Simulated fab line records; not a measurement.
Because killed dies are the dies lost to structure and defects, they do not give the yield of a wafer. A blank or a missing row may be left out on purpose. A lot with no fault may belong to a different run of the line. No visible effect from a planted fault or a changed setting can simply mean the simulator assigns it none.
Struck lot and sound lot, side by side + flow gf180mcu + 43 steps out of a route of 602
Sound: the wafers L257.2, L257.5, L257.6. Struck: wafers L266.1, L266.3, L266.6. The cause is named last.
Order at every step that has rows: each side's tool, ch and its chambers, its first start. Under that, the readings that differ: sound wafers + struck wafers + difference of the means + sigmas: that difference in standard deviations of wafers without a fault.
alike: readings with means less than 2 such deviations apart, plus words and numbers identical on both sides. not compared: withheld readings, readings lacking a value on some wafer, bounds such as >300 that could conceal the same value, and numbers that have no deviation in the record and whose values overlap.
A row with sigmas, a row that says differs or no value, or rows on one side alone: a step with any of these is where the two part. Numbers that don't overlap but have no deviation are shown without sigmas and don't part them. A reading missing from all wafers of one side parts the sides only when that side holds two or more wafers.

first, 5 steps without rows for these wafers: GF_STI_COAT_07 (resist thk 700 nm); GF_STI_SOFTBAKE_08 (time 60 s); GF_STI_EXPOSE_09 (exposes mask COMP, target cd 220 nm); GF_STI_PEB_10 (peb time 90 s); GF_STI_DEVELOP_11 (develop time 60 s).
GF_STI_CD_MEAS_12 targets a cd of 220 nm.
  sound on cd_sem-01 at day 2 03:36; struck on cd_sem-01 at day 4 05:34
| reading    | sound             | struck            | difference | sigmas |
|------------|-------------------|-------------------|------------|--------|
| cd_nm (nm) | 218.8 218.0 218.7 | 221.2 221.4 221.5 | +2.9       | +3     |
GF_STI_ETCH_13: etches the open film in CHF3/O2, stops on Si, target depth 282.31 nm, time 112.9 s.
  sound on rie_diel-01 ch 0,2,3, day 2 03:42; struck on rie_diel-01 ch 1,2, day 4 05:41
  alike: drypump_motor_current_A, oes_product_au, throttle_valve_pct
  not compared: rf_hours_counter_h
GF_STI_ETCH_14: etches Si in HBr/Cl2/O2, target depth 360 nm, time 102.9 s.
  sound on rie_si-01 ch 0,1,2, day 2 03:47; struck on rie_si-01 ch 0,2,3, day 4 05:46
  alike: drypump_motor_current_A, oes_product_au, throttle_valve_pct
  not compared: rf_hours_counter_h
GF_STI_STRIP_15: strips in O2/N2.
  sound on plasma_asher-01 ch 0,1, day 2 03:51; struck on plasma_asher-03 ch 1, day 4 05:50
  alike: drypump_motor_current_A, heater_power_w, oes_product_au, strip_time_to_endpoint_s
  not compared: rf_hours_counter_h
then, 3 steps without rows for these wafers: GF_STI_CLEAN_16 (cleans in dHF, time 25 s); GF_STI_WET_ETCH_17 (etches Si3N4 in H3PO4, target depth 45 nm, time 514 s); GF_STI_CLEAN_18 (cleans in SC1/SC2, time 150 s).
GF_STI_CLEAN_19: cleans in dHF, time 20 s.
  sound on wet_bench-01 ch 1, day 2 04:11; struck on wet_bench-01 ch 0, day 4 06:10
then, 2 steps without rows for these wafers: GF_STI_WET_ETCH_20 (etches SiO2 in dHF, target depth 20 nm, time 400 s); GF_STI_OXIDATION_21 (stabilise 600 s, purge 300 s, target thk 15 nm).
GF_STI_THK_MEAS_22:
  sound on film_metro-01 at day 2 05:29; struck on film_metro-02 at day 4 07:31
  alike: STI_OXIDATION_01_THK
then, 1 step without rows for these wafers: GF_STI_CVD_23 (deposits SiO2, target thk 650 nm, time 108.3 s).
GF_STI_THK_MEAS_24:
  sound on film_metro-02 at day 2 05:37; struck on film_metro-02 at day 4 07:40
  alike: STI_CVD_23_THK
GF_STI_CMP_25: polishes, stops on Si3N4, t overpolish 33 s, target thk 524.6 nm.
  sound on cmp-02 ch 1,2, day 2 05:43; struck on cmp-02 ch 0,1,2, day 4 07:46
  alike: motor_current_A, overpolish_run_s, time_to_endpoint_s
then, 4 steps without rows for these wafers: GF_STI_WET_ETCH_26 (etches SiO2 in dHF, target depth 94 nm, time 188 s); GF_STI_WET_ETCH_27 (etches Si3N4 in H3PO4, target depth 160 nm, time 1825 s); GF_STI_WET_ETCH_28 (etches SiO2 in dHF, target depth 20 nm, time 40 s); GF_STI_OXIDATION_29 (stabilise 600 s, purge 300 s, target thk 10 nm).
GF_STI_THK_MEAS_30:
  sound on film_metro-02 at day 2 08:02; struck on film_metro-01 at day 4 10:55
  alike: STI_OXIDATION_02_THK
then, 8 steps without rows for these wafers: GF_DNWELL_DEHYDRATE_00 (time 60 s); GF_DNWELL_HMDS_01 (prime time 60 s); GF_DNWELL_COAT_02 (resist thk 3000 nm); GF_DNWELL_SOFTBAKE_03; GF_DNWELL_EXPOSE_04 (exposes mask DNWELL, target cd 1700 nm); GF_DNWELL_PEB_05; GF_DNWELL_DEVELOP_06 (develop time 60 s); GF_DNWELL_IMPLANT_07.
GF_DNWELL_STRIP_08: strips in O2/N2.
  sound on plasma_asher-01 ch 0,1, day 2 20:20; struck on plasma_asher-01 ch 0,1, day 5 00:44
  alike: drypump_motor_current_A, heater_power_w, oes_product_au, strip_time_to_endpoint_s
  not compared: rf_hours_counter_h
GF_DNWELL_TW_MEAS_09:
  sound on film_metro-02 at day 2 20:26; struck on film_metro-04 at day 5 00:50
| reading   | sound          | struck         | difference | sigmas |
|-----------|----------------|----------------|------------|--------|
| DNWELL_TW | 1364 1356 1356 | 1342 1339 1336 | -20        | -2     |
then, 7 steps without rows for these wafers: GF_NWELL_DEHYDRATE_00 (time 60 s); GF_NWELL_HMDS_01 (prime time 60 s); GF_NWELL_COAT_02 (resist thk 3000 nm); GF_NWELL_SOFTBAKE_03; GF_NWELL_EXPOSE_04 (exposes mask Nwell, target cd 860 nm); GF_NWELL_PEB_05; GF_NWELL_DEVELOP_06 (develop time 60 s).
GF_NWELL_OVL_MEAS_07:
  sound on overlay-02 at day 3 08:56; struck on overlay-01 at day 5 15:22
  alike: NWELL_OVL
-- the record jumps here: 27 days lie between the struck wafers' starts before and after (it left off in module NWELL and takes up again in module PASSIVATION, whose first step shown is number 602 of the route) --
GF_PASSIVATION_PROBE_99:
  rows exist in the record for the struck wafers here (prober-02, day 32 07:07), but not for the sound ones

== WHERE THEY PART ==
At GF_STI_CD_MEAS_12 first; at GF_PASSIVATION_PROBE_99 last (within this record only).

WHY: what had been put in by the simulator
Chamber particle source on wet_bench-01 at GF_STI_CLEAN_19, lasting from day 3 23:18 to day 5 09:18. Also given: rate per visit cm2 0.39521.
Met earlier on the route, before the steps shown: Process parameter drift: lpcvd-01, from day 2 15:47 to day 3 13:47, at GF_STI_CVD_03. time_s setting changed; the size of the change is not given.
